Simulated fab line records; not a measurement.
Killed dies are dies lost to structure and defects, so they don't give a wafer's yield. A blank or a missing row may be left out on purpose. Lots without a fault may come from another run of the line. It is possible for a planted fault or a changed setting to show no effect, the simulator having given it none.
Which tool did it? || flow sfq line || Sampling: 14 lots, 42 wafers, 4 of 325 route steps

## WHAT EACH GAUGE READ, for each wafer
SFQ_M7_OVL_MEAS_945.
{"lot": "L996", "measured": "day 74 10:06", "on": "overlay-01", "M7_OVL (nm)": "-6 -8 -4"}
{"lot": "L997", "measured": "day 75 02:05", "on": "overlay-01", "M7_OVL (nm)": "1 -6 -3"}
{"lot": "L998", "measured": "day 75 06:52", "on": "overlay-01", "M7_OVL (nm)": "0 -8 -2"}
{"lot": "L999", "measured": "day 75 09:16", "on": "overlay-01", "M7_OVL (nm)": "0 0 2"}
{"lot": "L105", "measured": "day 76 04:28", "on": "overlay-02", "M7_OVL (nm)": "-3 -4 0"}
{"lot": "L106", "measured": "day 76 09:04", "on": "overlay-01", "M7_OVL (nm)": "0 -4 -1"}
{"lot": "L110", "measured": "day 79 05:07", "on": "overlay-01", "M7_OVL (nm)": "8 16 10"}
{"lot": "L111", "measured": "day 79 07:27", "on": "overlay-02", "M7_OVL (nm)": "5 -2 4"}
{"lot": "L114", "measured": "day 80 16:11", "on": "overlay-01", "M7_OVL (nm)": "3 0 1"}
{"lot": "L115", "measured": "day 83 08:23", "on": "overlay-02", "M7_OVL (nm)": "8 5 3"}
{"lot": "L116", "measured": "day 83 11:31", "on": "overlay-02", "M7_OVL (nm)": "6 2 12"}
{"lot": "L117", "measured": "day 83 18:43", "on": "overlay-02", "M7_OVL (nm)": "3 9 3"}
{"lot": "L118", "measured": "day 83 19:55", "on": "overlay-02", "M7_OVL (nm)": "-5 -12 -4"}
{"lot": "L119", "measured": "day 83 21:52", "on": "overlay-01", "M7_OVL (nm)": "0 8 10"}

## EACH LOT AND THE TOOL THAT RAN IT (in order: tool; ch and the chambers of the sampled wafers; start)
{"lot": "L996", "SFQ_TRILAYER_M5_STRIP_STRIP_127": "rie metal-03 ch 0,1, day 55 00:01", "SFQ_TRILAYER_M6_BARC_OPEN_METAL_ETCH_206": "rie metal-03 ch 0,1, day 65 12:44", "SFQ_TRILAYER_I6_VIA_STRIP_STRIP_173": "rie metal-02 ch 0,1, day 70 03:13"}
{"lot": "L997", "SFQ_TRILAYER_M5_STRIP_STRIP_127": "rie metal-03 ch 0,1, day 56 20:02", "SFQ_TRILAYER_M6_BARC_OPEN_METAL_ETCH_206": "rie metal-04 ch 0,1, day 70 16:28", "SFQ_TRILAYER_I6_VIA_STRIP_STRIP_173": "rie metal-04 ch 0,1, day 74 18:53"}
{"lot": "L998", "SFQ_TRILAYER_M5_STRIP_STRIP_127": "rie metal-01 ch 0,1, day 56 22:14", "SFQ_TRILAYER_M6_BARC_OPEN_METAL_ETCH_206": "rie metal-01 ch 0,1, day 70 20:47", "SFQ_TRILAYER_I6_VIA_STRIP_STRIP_173": "rie metal-04 ch 0,1, day 74 23:29"}
{"lot": "L999", "SFQ_TRILAYER_M5_STRIP_STRIP_127": "rie metal-03 ch 0,1, day 56 23:26", "SFQ_TRILAYER_M6_BARC_OPEN_METAL_ETCH_206": "rie metal-04 ch 0,1, day 70 23:11", "SFQ_TRILAYER_I6_VIA_STRIP_STRIP_173": "rie metal-04 ch 0,1, day 75 01:53"}
{"lot": "L105", "SFQ_TRILAYER_M5_STRIP_STRIP_127": "rie metal-01 ch 1, day 57 17:40", "SFQ_TRILAYER_M6_BARC_OPEN_METAL_ETCH_206": "rie metal-01 ch 0,1, day 71 16:11", "SFQ_TRILAYER_I6_VIA_STRIP_STRIP_173": "rie metal-04 ch 0,1, day 75 16:39"}
{"lot": "L106", "SFQ_TRILAYER_M5_STRIP_STRIP_127": "rie metal-01 ch 0,1, day 57 20:04", "SFQ_TRILAYER_M6_BARC_OPEN_METAL_ETCH_206": "rie metal-01 ch 0,1, day 71 19:47", "SFQ_TRILAYER_I6_VIA_STRIP_STRIP_173": "rie metal-03 ch 0,1, day 75 17:51"}
{"lot": "L110", "SFQ_TRILAYER_M5_STRIP_STRIP_127": "rie metal-04 ch 0,1, day 58 16:59", "SFQ_TRILAYER_M6_BARC_OPEN_METAL_ETCH_206": "rie metal-03 ch 0,1, day 75 23:25", "SFQ_TRILAYER_I6_VIA_STRIP_STRIP_173": "rie metal-02 ch 0,1, day 76 22:00"}
{"lot": "L111", "SFQ_TRILAYER_M5_STRIP_STRIP_127": "rie metal-01 ch 1, day 58 21:57", "SFQ_TRILAYER_M6_BARC_OPEN_METAL_ETCH_206": "rie metal-03 ch 0,1, day 76 08:56", "SFQ_TRILAYER_I6_VIA_STRIP_STRIP_173": "rie metal-02 ch 0,1, day 79 04:08"}
{"lot": "L114", "SFQ_TRILAYER_M5_STRIP_STRIP_127": "rie metal-01 ch 0,1, day 59 17:40", "SFQ_TRILAYER_M6_BARC_OPEN_METAL_ETCH_206": "rie metal-04 ch 0,1, day 77 00:32", "SFQ_TRILAYER_I6_VIA_STRIP_STRIP_173": "rie metal-03 ch 0, day 80 07:51"}
{"lot": "L115", "SFQ_TRILAYER_M5_STRIP_STRIP_127": "rie metal-01 ch 0,1, day 60 01:52", "SFQ_TRILAYER_M6_BARC_OPEN_METAL_ETCH_206": "rie metal-03 ch 0,1, day 77 06:32", "SFQ_TRILAYER_I6_VIA_STRIP_STRIP_173": "rie metal-03 ch 0, day 80 16:15"}
{"lot": "L116", "SFQ_TRILAYER_M5_STRIP_STRIP_127": "rie metal-01 ch 0, day 60 04:26", "SFQ_TRILAYER_M6_BARC_OPEN_METAL_ETCH_206": "rie metal-04 ch 0, day 77 07:44", "SFQ_TRILAYER_I6_VIA_STRIP_STRIP_173": "rie metal-03 ch 0, day 80 17:27"}
{"lot": "L117", "SFQ_TRILAYER_M5_STRIP_STRIP_127": "rie metal-04 ch 0,1, day 60 11:38", "SFQ_TRILAYER_M6_BARC_OPEN_METAL_ETCH_206": "rie metal-01 ch 0,1, day 77 12:15", "SFQ_TRILAYER_I6_VIA_STRIP_STRIP_173": "rie metal-03 ch 0,1, day 81 00:11"}
{"lot": "L118", "SFQ_TRILAYER_M5_STRIP_STRIP_127": "rie metal-01 ch 0,1, day 60 16:26", "SFQ_TRILAYER_M6_BARC_OPEN_METAL_ETCH_206": "rie metal-03 ch 0, day 77 14:39", "SFQ_TRILAYER_I6_VIA_STRIP_STRIP_173": "rie metal-04 ch 0,1, day 81 01:23"}
{"lot": "L119", "SFQ_TRILAYER_M5_STRIP_STRIP_127": "rie metal-03 ch 1, day 60 21:41", "SFQ_TRILAYER_M6_BARC_OPEN_METAL_ETCH_206": "rie metal-04 ch 0, day 77 15:51", "SFQ_TRILAYER_I6_VIA_STRIP_STRIP_173": "rie metal-02 ch 0,1, day 81 02:35"}
- SFQ_TRILAYER_M5_STRIP_STRIP_127: strips in O2.
- SFQ_TRILAYER_M6_BARC_OPEN_METAL_ETCH_206: etches BARC in O2, target depth 125 nm, time 41.7 s.
- SFQ_TRILAYER_I6_VIA_STRIP_STRIP_173: strips in O2.

## AS READ BY THE TOOLS THEMSELVES (means over the sampled wafers that have a number; for cases with no such wafer, the mark the record gives instead)
SFQ_TRILAYER_M5_STRIP_STRIP_127.
{"lot": "L996", "tool": "rie metal-03", "drypump motor current A (A)": 5.2, "oes product au (a.u.)": 1.002}
{"lot": "L997", "tool": "rie metal-03", "drypump motor current A (A)": 5.1, "oes product au (a.u.)": 0.992}
{"lot": "L998", "tool": "rie metal-01", "drypump motor current A (A)": 5.6, "oes product au (a.u.)": 1.000}
{"lot": "L999", "tool": "rie metal-03", "drypump motor current A (A)": 5.2, "oes product au (a.u.)": 1.001}
{"lot": "L105", "tool": "rie metal-01", "drypump motor current A (A)": 6.7, "oes product au (a.u.)": 1.000}
{"lot": "L106", "tool": "rie metal-01", "drypump motor current A (A)": 5.6, "oes product au (a.u.)": 0.990}
{"lot": "L110", "tool": "rie metal-04", "drypump motor current A (A)": 5.8, "oes product au (a.u.)": 1.008}
{"lot": "L111", "tool": "rie metal-01", "drypump motor current A (A)": 6.6, "oes product au (a.u.)": 1.000}
{"lot": "L114", "tool": "rie metal-01", "drypump motor current A (A)": 5.6, "oes product au (a.u.)": 1.006}
{"lot": "L115", "tool": "rie metal-01", "drypump motor current A (A)": 6.1, "oes product au (a.u.)": 0.989}
{"lot": "L116", "tool": "rie metal-01", "drypump motor current A (A)": 5.1, "oes product au (a.u.)": 1.001}
{"lot": "L117", "tool": "rie metal-04", "drypump motor current A (A)": 5.8, "oes product au (a.u.)": 1.009}
{"lot": "L118", "tool": "rie metal-01", "drypump motor current A (A)": 6.1, "oes product au (a.u.)": 1.000}
{"lot": "L119", "tool": "rie metal-03", "drypump motor current A (A)": 5.2, "oes product au (a.u.)": 0.993}

SFQ_TRILAYER_M6_BARC_OPEN_METAL_ETCH_206.
{"lot": "L996", "tool": "rie metal-03", "drypump motor current A (A)": 5.2, "oes product au (a.u.)": 0.682, "run length s (s)": 70.3}
{"lot": "L997", "tool": "rie metal-04", "drypump motor current A (A)": 5.8, "oes product au (a.u.)": 0.685, "run length s (s)": 70.2}
{"lot": "L998", "tool": "rie metal-01", "drypump motor current A (A)": 5.6, "oes product au (a.u.)": 0.683, "run length s (s)": 73.2}
{"lot": "L999", "tool": "rie metal-04", "drypump motor current A (A)": 5.8, "oes product au (a.u.)": 0.684, "run length s (s)": 70.2}
{"lot": "L105", "tool": "rie metal-01", "drypump motor current A (A)": 6.1, "oes product au (a.u.)": 0.707, "run length s (s)": 68.4}
{"lot": "L106", "tool": "rie metal-01", "drypump motor current A (A)": 5.6, "oes product au (a.u.)": 0.735, "run length s (s)": 66.6}
{"lot": "L110", "tool": "rie metal-03", "drypump motor current A (A)": 5.2, "oes product au (a.u.)": 0.690, "run length s (s)": 70.3}
{"lot": "L111", "tool": "rie metal-03", "drypump motor current A (A)": 5.2, "oes product au (a.u.)": 0.686, "run length s (s)": 70.3}
{"lot": "L114", "tool": "rie metal-04", "drypump motor current A (A)": 5.7, "oes product au (a.u.)": 0.688, "run length s (s)": 69.9}
{"lot": "L115", "tool": "rie metal-03", "drypump motor current A (A)": 5.2, "oes product au (a.u.)": 0.688, "run length s (s)": 70.1}
{"lot": "L116", "tool": "rie metal-04", "drypump motor current A (A)": 5.7, "oes product au (a.u.)": 0.686, "run length s (s)": 70.1}
{"lot": "L117", "tool": "rie metal-01", "drypump motor current A (A)": 5.6, "oes product au (a.u.)": 0.688, "run length s (s)": 70.1}
{"lot": "L118", "tool": "rie metal-03", "drypump motor current A (A)": 5.1, "oes product au (a.u.)": 0.689, "run length s (s)": 70.4}
{"lot": "L119", "tool": "rie metal-04", "drypump motor current A (A)": 5.7, "oes product au (a.u.)": 0.686, "run length s (s)": 70.0}

SFQ_TRILAYER_I6_VIA_STRIP_STRIP_173.
{"lot": "L996", "tool": "rie metal-02", "drypump motor current A (A)": 5.2, "oes product au (a.u.)": 0.990}
{"lot": "L997", "tool": "rie metal-04", "drypump motor current A (A)": 5.8, "oes product au (a.u.)": 1.006}
{"lot": "L998", "tool": "rie metal-04", "drypump motor current A (A)": 5.8, "oes product au (a.u.)": 1.015}
{"lot": "L999", "tool": "rie metal-04", "drypump motor current A (A)": 5.8, "oes product au (a.u.)": 1.013}
{"lot": "L105", "tool": "rie metal-04", "drypump motor current A (A)": 5.8, "oes product au (a.u.)": 1.008}
{"lot": "L106", "tool": "rie metal-03", "drypump motor current A (A)": 5.1, "oes product au (a.u.)": 1.008}
{"lot": "L110", "tool": "rie metal-02", "drypump motor current A (A)": 5.2, "oes product au (a.u.)": 0.987}
{"lot": "L111", "tool": "rie metal-02", "drypump motor current A (A)": 5.5, "oes product au (a.u.)": 1.000}
{"lot": "L114", "tool": "rie metal-03", "drypump motor current A (A)": 5.1, "oes product au (a.u.)": 1.007}
{"lot": "L115", "tool": "rie metal-03", "drypump motor current A (A)": 5.1, "oes product au (a.u.)": 1.013}
{"lot": "L116", "tool": "rie metal-03", "drypump motor current A (A)": 5.1, "oes product au (a.u.)": 1.008}
{"lot": "L117", "tool": "rie metal-03", "drypump motor current A (A)": 5.2, "oes product au (a.u.)": 0.997}
{"lot": "L118", "tool": "rie metal-04", "drypump motor current A (A)": 5.8, "oes product au (a.u.)": 1.010}
{"lot": "L119", "tool": "rie metal-02", "drypump motor current A (A)": 5.2, "oes product au (a.u.)": 0.985}

## THE ANSWER, worked out from the rows above alone
Rule: the usual values come from the lots themselves. The widest of any qualifying gaps counts: lots, ordered by their means at a reading, are off when they make up no more than a third of the lots, leave a main group of 4 or more, and stand apart from it by 3 or more times the standard deviation of that group's means. A main group is skipped when, at the precision printed for the reading in the tables above, its means are all equal. A lot without any number at a reading at which 4 lots or more have one is off too. Any other lot the step has rows for is counted as sound. First the gauges in route order, then the tools' own readings, where a lot's mean is used as printed above. At the first step where some lot is off, the reading lying furthest off is the one used; lots without a number count as furthest.
Off, at SFQ_TRILAYER_M6_BARC_OPEN_METAL_ETCH_206 on oes product au: L105, L106. For the main group the mean is 0.686 a.u. and the standard deviation 0.0023.
If a tool, at that step or one of the process steps before it, ran each lot that is off and ran no sound lot following the first of them, it fits. Not one of the candidates tried fits.

## WHAT THE SIMULATOR PUT IN
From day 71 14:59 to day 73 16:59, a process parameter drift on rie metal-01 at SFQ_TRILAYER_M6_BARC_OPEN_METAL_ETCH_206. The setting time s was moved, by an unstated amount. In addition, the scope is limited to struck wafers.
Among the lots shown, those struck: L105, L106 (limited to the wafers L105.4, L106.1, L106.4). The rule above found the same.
